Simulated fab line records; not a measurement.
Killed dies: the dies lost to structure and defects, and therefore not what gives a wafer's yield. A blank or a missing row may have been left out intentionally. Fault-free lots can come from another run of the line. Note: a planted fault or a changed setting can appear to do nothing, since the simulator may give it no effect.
Which of the tools did it? || flow gf180mcu || Sampling: 13 lots, 39 wafers, 5 of 602 route steps

WHAT THE GAUGES READ, wafer by wafer
GF_NSD_TW_MEAS_12. Usual: NSD_TW typically reads 4241, with standard deviation 31.
{"lot": "L142", "measured": "day 13 11:50", "on": "filmMetro-01", "NSD_TW": "4204 4187 4207", "flag": ""}
{"lot": "L143", "measured": "day 13 18:35", "on": "filmMetro-04", "NSD_TW": "4235 4228 4240", "flag": ""}
{"lot": "L144", "measured": "day 14 04:38", "on": "filmMetro-04", "NSD_TW": "4236 4226 4237", "flag": ""}
{"lot": "L146", "measured": "day 14 21:43", "on": "filmMetro-02", "NSD_TW": "4277 4262 4328", "flag": ""}
{"lot": "L147", "measured": "day 15 03:12", "on": "filmMetro-01", "NSD_TW": "4215 4225 4225", "flag": ""}
{"lot": "L153", "measured": "day 17 10:20", "on": "filmMetro-02", "NSD_TW": "4270 4289 4295", "flag": ""}
{"lot": "L158", "measured": "day 19 03:38", "on": "filmMetro-02", "NSD_TW": "4278 4269 4295", "flag": ""}
{"lot": "L159", "measured": "day 19 06:45", "on": "filmMetro-04", "NSD_TW": "4265 4240 4260", "flag": ""}
{"lot": "L160", "measured": "day 19 18:11", "on": "filmMetro-02", "NSD_TW": "4250 4265 4263", "flag": ""}
{"lot": "L161", "measured": "day 19 21:35", "on": "filmMetro-01", "NSD_TW": "4180 4203 4197", "flag": ""}
{"lot": "L163", "measured": "day 20 16:53", "on": "filmMetro-04", "NSD_TW": "4225 4224 4225", "flag": ""}
{"lot": "L164", "measured": "day 20 19:11", "on": "filmMetro-04", "NSD_TW": "4241 4236 4249", "flag": ""}
{"lot": "L165", "measured": "day 21 06:47", "on": "filmMetro-01", "NSD_TW": "4206 4215 4196", "flag": ""}

GF_M1_CD_MEAS_14: target cd 230 nm. Usual: cdNm at 230.2 nm, with a standard deviation of 1.2.
{"lot": "L142", "measured": "day 17 05:38", "on": "cdSem-01", "cdNm (nm)": "230.5 230.1 230.5", "flag": ""}
{"lot": "L143", "measured": "day 17 13:58", "on": "cdSem-01", "cdNm (nm)": "230.1 231.8 230.5", "flag": ""}
{"lot": "L144", "measured": "day 17 23:57", "on": "cdSem-01", "cdNm (nm)": "230.1 229.5 230.4", "flag": ""}
{"lot": "L146", "measured": "day 18 19:31", "on": "cdSem-01", "cdNm (nm)": "229.2 230.2 230.0", "flag": ""}
{"lot": "L147", "measured": "day 19 04:42", "on": "cdSem-01", "cdNm (nm)": "230.6 231.2 230.0", "flag": ""}
{"lot": "L153", "measured": "day 21 14:26", "on": "cdSem-02", "cdNm (nm)": "148.1 134.2 197.1", "flag": "OFF"}
{"lot": "L158", "measured": "day 23 04:32", "on": "cdSem-01", "cdNm (nm)": "227.3 228.2 227.5", "flag": ""}
{"lot": "L159", "measured": "day 23 10:11", "on": "cdSem-01", "cdNm (nm)": "230.5 230.4 229.8", "flag": ""}
{"lot": "L160", "measured": "day 23 21:11", "on": "cdSem-02", "cdNm (nm)": "230.2 230.0 230.5", "flag": ""}
{"lot": "L161", "measured": "day 23 23:29", "on": "cdSem-02", "cdNm (nm)": "231.7 231.7 232.3", "flag": ""}
{"lot": "L163", "measured": "day 24 17:41", "on": "cdSem-01", "cdNm (nm)": "230.6 230.8 231.3", "flag": ""}
{"lot": "L164", "measured": "day 24 19:23", "on": "cdSem-01", "cdNm (nm)": "229.8 229.7 230.0", "flag": ""}
{"lot": "L165", "measured": "day 25 05:47", "on": "cdSem-01", "cdNm (nm)": "230.5 231.7 229.8", "flag": ""}

GF_V1_BOW_MEAS_05. Usual: V1_BOW typically reads 81 um, with standard deviation 6.9.
{"lot": "L142", "measured": "day 17 07:00", "on": "filmMetro-02", "V1_BOW (um)": "72 74 80", "flag": ""}
{"lot": "L143", "measured": "day 17 15:20", "on": "filmMetro-03", "V1_BOW (um)": "96 90 83", "flag": ""}
{"lot": "L144", "measured": "day 18 01:19", "on": "filmMetro-02", "V1_BOW (um)": "75 71 68", "flag": ""}
{"lot": "L146", "measured": "day 18 20:54", "on": "filmMetro-01", "V1_BOW (um)": "79 78 85", "flag": ""}
{"lot": "L147", "measured": "day 19 06:04", "on": "filmMetro-01", "V1_BOW (um)": "95 83 86", "flag": ""}
{"lot": "L153", "measured": "day 21 16:01", "on": "filmMetro-01", "V1_BOW (um)": 81, "flag": ""}
{"lot": "L158", "measured": "day 23 05:56", "on": "filmMetro-03", "V1_BOW (um)": "88 82 77", "flag": ""}
{"lot": "L159", "measured": "day 23 11:34", "on": "filmMetro-01", "V1_BOW (um)": "77 77 70", "flag": ""}
{"lot": "L160", "measured": "day 23 22:33", "on": "filmMetro-03", "V1_BOW (um)": "87 86 75", "flag": ""}
{"lot": "L161", "measured": "day 24 00:51", "on": "filmMetro-02", "V1_BOW (um)": "66 80 84", "flag": ""}
{"lot": "L163", "measured": "day 24 19:05", "on": "filmMetro-01", "V1_BOW (um)": "75 81 84", "flag": ""}
{"lot": "L164", "measured": "day 24 20:52", "on": "filmMetro-02", "V1_BOW (um)": "77 75 83", "flag": ""}
{"lot": "L165", "measured": "day 25 07:29", "on": "filmMetro-03", "V1_BOW (um)": "75 70 82", "flag": ""}

GF_V2_THK_MEAS_03. Usual: V2_CVD_02_THK typically reads 850 nm, with standard deviation 13.
{"lot": "L142", "measured": "day 19 09:08", "on": "filmMetro-01", "V2_CVD_02_THK (nm)": "846 833 849", "flag": ""}
{"lot": "L143", "measured": "day 19 18:27", "on": "filmMetro-03", "V2_CVD_02_THK (nm)": "847 850 869", "flag": ""}
{"lot": "L144", "measured": "day 20 03:17", "on": "filmMetro-03", "V2_CVD_02_THK (nm)": "840 851 883", "flag": ""}
{"lot": "L146", "measured": "day 21 00:35", "on": "filmMetro-01", "V2_CVD_02_THK (nm)": "845 852 857", "flag": ""}
{"lot": "L147", "measured": "day 21 09:39", "on": "filmMetro-03", "V2_CVD_02_THK (nm)": "847 838 858", "flag": ""}
{"lot": "L153", "measured": "day 23 16:53", "on": "filmMetro-01", "V2_CVD_02_THK (nm)": 863, "flag": ""}
{"lot": "L158", "measured": "day 25 04:58", "on": "filmMetro-03", "V2_CVD_02_THK (nm)": "839 832 852", "flag": ""}
{"lot": "L159", "measured": "day 25 10:11", "on": "filmMetro-03", "V2_CVD_02_THK (nm)": "830 843 857", "flag": ""}
{"lot": "L160", "measured": "day 25 21:19", "on": "filmMetro-01", "V2_CVD_02_THK (nm)": "847 871 883", "flag": ""}
{"lot": "L161", "measured": "day 25 23:13", "on": "filmMetro-04", "V2_CVD_02_THK (nm)": "864 867 866", "flag": ""}
{"lot": "L163", "measured": "day 26 16:26", "on": "filmMetro-03", "V2_CVD_02_THK (nm)": "847 860 856", "flag": ""}
{"lot": "L164", "measured": "day 26 18:20", "on": "filmMetro-03", "V2_CVD_02_THK (nm)": "852 846 855", "flag": ""}
{"lot": "L165", "measured": "day 27 04:31", "on": "filmMetro-04", "V2_CVD_02_THK (nm)": "832 855 854", "flag": ""}

WHAT TOOL EACH LOT RAN ON (gives the tool, then ch and the chambers of the sampled wafers, and finally the start)
{"lot": "L142", "GF_M1_EXPOSE_11": "krfScanner-02 ch 0, day 16 18:30"}
{"lot": "L143", "GF_M1_EXPOSE_11": "krfScanner-02 ch 0, day 17 02:43"}
{"lot": "L144", "GF_M1_EXPOSE_11": "krfScanner-02 ch 0, day 17 12:32"}
{"lot": "L146", "GF_M1_EXPOSE_11": "krfScanner-02 ch 0, day 18 07:37"}
{"lot": "L147", "GF_M1_EXPOSE_11": "krfScanner-01 ch 0, day 18 16:40"}
{"lot": "L153", "GF_M1_EXPOSE_11": "krfScanner-01 ch 0, day 21 02:22"}
{"lot": "L158", "GF_M1_EXPOSE_11": "krfScanner-02 ch 0, day 22 17:23"}
{"lot": "L159", "GF_M1_EXPOSE_11": "krfScanner-02 ch 0, day 22 22:26"}
{"lot": "L160", "GF_M1_EXPOSE_11": "krfScanner-02 ch 0, day 23 10:16"}
{"lot": "L161", "GF_M1_EXPOSE_11": "krfScanner-02 ch 0, day 23 12:04"}
{"lot": "L163", "GF_M1_EXPOSE_11": "krfScanner-01 ch 0, day 24 07:10"}
{"lot": "L164", "GF_M1_EXPOSE_11": "krfScanner-01 ch 0, day 24 08:22"}
{"lot": "L165", "GF_M1_EXPOSE_11": "krfScanner-01 ch 0, day 24 19:10"}
- GF_M1_EXPOSE_11: exposes mask Metal1, target cd 230 nm.

AS READ BY THE TOOLS THEMSELVES (means over the sampled wafers that have a number; for cases with no such wafer, the mark the record gives instead)
GF_M1_EXPOSE_11. Usual: exposureDoseMJCm2 at 27.964, with a standard deviation of 0.025.
{"lot": "L142", "tool": "krfScanner-02", "exposureDoseMJCm2": 27.966, "flag": ""}
{"lot": "L143", "tool": "krfScanner-02", "exposureDoseMJCm2": 27.979, "flag": ""}
{"lot": "L144", "tool": "krfScanner-02", "exposureDoseMJCm2": 27.953, "flag": ""}
{"lot": "L146", "tool": "krfScanner-02", "exposureDoseMJCm2": 27.962, "flag": ""}
{"lot": "L147", "tool": "krfScanner-01", "exposureDoseMJCm2": 27.952, "flag": ""}
{"lot": "L153", "tool": "krfScanner-01", "exposureDoseMJCm2": 25.700, "flag": "OFF"}
{"lot": "L158", "tool": "krfScanner-02", "exposureDoseMJCm2": 27.965, "flag": ""}
{"lot": "L159", "tool": "krfScanner-02", "exposureDoseMJCm2": 27.946, "flag": ""}
{"lot": "L160", "tool": "krfScanner-02", "exposureDoseMJCm2": 27.934, "flag": ""}
{"lot": "L161", "tool": "krfScanner-02", "exposureDoseMJCm2": 27.937, "flag": ""}
{"lot": "L163", "tool": "krfScanner-01", "exposureDoseMJCm2": 27.976, "flag": ""}
{"lot": "L164", "tool": "krfScanner-01", "exposureDoseMJCm2": 27.933, "flag": ""}
{"lot": "L165", "tool": "krfScanner-01", "exposureDoseMJCm2": 27.954, "flag": ""}

THE ANSWER, worked out from the rows above alone
Rule: a lot is off if the mean of its wafers that have a number lies more than 3 standard deviations from the usual mean. Also off: a lot with no number at a reading for which 4 or more lots have one. Where the step has rows for the other lots, those lots are counted as sound. First the gauges in route order, then the tools' own readings, where a lot's mean is used as printed above. At the first step where some lot is off, the reading lying furthest off is the one used; lots without a number count as furthest.
Off at GF_M1_CD_MEAS_14 (cdNm): L153.
A tool fits if, at a process step before that reading, it ran every lot that is off, and no sound lot after the first of them. The gauges at GF_M1_CD_MEAS_14 aren't tried: what is off there is off at GF_M1_EXPOSE_11 too, on other tools, and a gauge's error can't cause that. Of those tried, none fits.

WHAT THE SIMULATOR PUT IN
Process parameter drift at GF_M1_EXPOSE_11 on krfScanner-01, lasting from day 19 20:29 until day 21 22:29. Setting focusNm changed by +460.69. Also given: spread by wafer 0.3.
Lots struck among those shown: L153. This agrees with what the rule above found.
